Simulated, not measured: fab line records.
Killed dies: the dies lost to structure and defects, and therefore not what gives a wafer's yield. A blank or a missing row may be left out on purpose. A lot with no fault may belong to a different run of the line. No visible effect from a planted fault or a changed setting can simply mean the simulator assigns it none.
2 desks looking at one fault + flow sky130 + each desk has only its own numbers; what lay behind them comes last

## DESK OF THE TOOL OWNER: krf_scanner-02
The tool's own readings at SKY_METAL4_EXPOSE_10 (exposes mask MM4, target cd 300 nm): means of the sampled wafers that have a number, for each lot that ran on this tool. Any lot whose mean is over 4 standard deviations away from the usual mean is out of limits and marked OUT; that distance is given in the brackets.
Columns: A = exposure_dose_mJ_cm2 at SKY_METAL4_EXPOSE_10, usual 27.995
| lot  | first seen here | A                |
|------|-----------------|------------------|
| L437 | day 43 03:34    | 27.979           |
| L442 | day 44 04:02    | 27.978           |
| L450 | day 46 04:52    | 30.067 (+80) OUT |
| L453 | day 47 04:40    | 29.642 (+63) OUT |
Finding of this desk: L450, L453 out of limits; the first was L450 at day 46 04:52, on exposure_dose_mJ_cm2 at SKY_METAL4_EXPOSE_10. L437, L442: within limits.

## FROM THE METROLOGY DESK
Lot by lot, what the gauges showed, no matter which tool ran the lot: averages of those sampled wafers that carry a number. Any lot whose mean is over 4 standard deviations away from the usual mean is out of limits and marked OUT; that distance is given in the brackets.
Columns: A = VIA3_HDPCVD_THK at SKY_VIA3_THK_MEAS_01, usual 1634 nm; B = VIA3_OVL at SKY_VIA3_OVL_MEAS_13, usual -1 nm; C = CAP2M_CVD_00_THK at SKY_CAP2M_THK_MEAS_01, usual 15.49 nm; D = cd_nm at SKY_METAL4_CD_MEAS_13, usual 299.6 nm
| lot  | first seen here | A    | B  | C     | D                |
|------|-----------------|------|----|-------|------------------|
| L433 | day 38 23:01    | 1634 | -3 | 15.64 | 301.5            |
| L434 | day 39 04:08    | 1608 | -7 | 15.77 | 299.0            |
| L437 | day 40 12:04    | 1651 | 4  | 15.65 | 301.7            |
| L439 | day 40 22:28    | 1641 | -2 | 15.41 | 297.2            |
| L442 | day 41 15:12    | 1642 | -2 | 15.48 | 299.3            |
| L443 | day 41 19:05    | 1621 | -0 | 15.52 | 298.2            |
| L446 | day 42 21:12    | 1607 | -3 | 15.57 | 301.1            |
| L447 | day 42 22:06    | 1622 | 1  | 15.29 | 299.4            |
| L450 | day 43 20:10    | 1649 | 1  | 15.48 | 287.2 (-8.9) OUT |
| L453 | day 44 21:45    | 1655 | -5 | 15.60 | 289.0 (-7.6) OUT |
| L455 | day 44 23:38    | 1645 | -3 | 15.06 | 298.0            |
| L456 | day 45 01:14    | 1613 | -2 | 15.55 | 300.5            |
Finding of this desk: L450, L453 out of limits; the first was L450 at day 46 15:00, on cd_nm at SKY_METAL4_CD_MEAS_13. L433, L434, L437, L439, L442, L443, L446, L447, L455, L456: within limits.

## ALL TOGETHER
The tool owner's desk had the chance to raise an alarm at day 46 04:52 on L450, L453.
Metrology desk: alarm possible at day 46 15:00 on L450, L453.
All the named lots went through SKY_METAL4_EXPOSE_10 on krf_scanner-02.

## WHAT THE SIMULATOR HAD INSERTED
Process parameter drift: krf_scanner-02, from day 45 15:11 on, at SKY_METAL4_EXPOSE_10. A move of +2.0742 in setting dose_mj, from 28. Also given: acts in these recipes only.
Struck lots among those shown: L450, L453.
Hours from the fault's start to each desk's first reading out of limits: the tool owner's desk, 14; the metrology desk, 24.
